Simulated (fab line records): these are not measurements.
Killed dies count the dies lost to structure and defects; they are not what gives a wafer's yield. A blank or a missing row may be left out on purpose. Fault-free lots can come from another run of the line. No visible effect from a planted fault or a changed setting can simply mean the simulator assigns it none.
What tool caused it? -- flow sky130 -- route of 708 steps, sampled at 1 step: 6 lots, 18 wafers

== WHAT THE GAUGES READ, wafer by wafer ==
SKY_SD_P_OVL_MEAS_08.
lot,measured,on,SD_P_OVL (nm)
L542,day 26 06:32,overlay-02,3.4 3.1 2.6
L544,day 26 20:56,overlay-02,-2.0 1.7 -0.3
L550,day 29 09:38,overlay-01,0.6 0.4 0.5
L552,day 30 02:41,overlay-01,-0.4 0.6 0.4
L558,day 31 17:21,overlay-02,0.2 -1.3 -0.1
L562,day 33 12:11,overlay-02,1.1 1.3 1.6

== WHICH TOOL RAN EACH LOT (tool, then ch and the chambers of the sampled wafers, then the start) ==
The record shows no process step preceding these readings.

== THE ANSWER, worked out from the rows above alone ==
Rule: the usual values come from the lots themselves. Put in order of their means at a reading, lots are off if they are a third of the lots or fewer, leave a main group of 4 or more, and stand apart from it by a gap of 3 or more times the standard deviation of the main group's means; of several such gaps the widest counts. A main group is skipped when, at the precision printed for the reading in the tables above, its means are all equal. A lot without any number at a reading at which 4 lots or more have one is off too. Any other lot the step has rows for is counted as sound.
Across all readings shown, no lot is off: no conclusion can be drawn from this.

== WHAT HAD BEEN PUT IN BY THE SIMULATOR ==
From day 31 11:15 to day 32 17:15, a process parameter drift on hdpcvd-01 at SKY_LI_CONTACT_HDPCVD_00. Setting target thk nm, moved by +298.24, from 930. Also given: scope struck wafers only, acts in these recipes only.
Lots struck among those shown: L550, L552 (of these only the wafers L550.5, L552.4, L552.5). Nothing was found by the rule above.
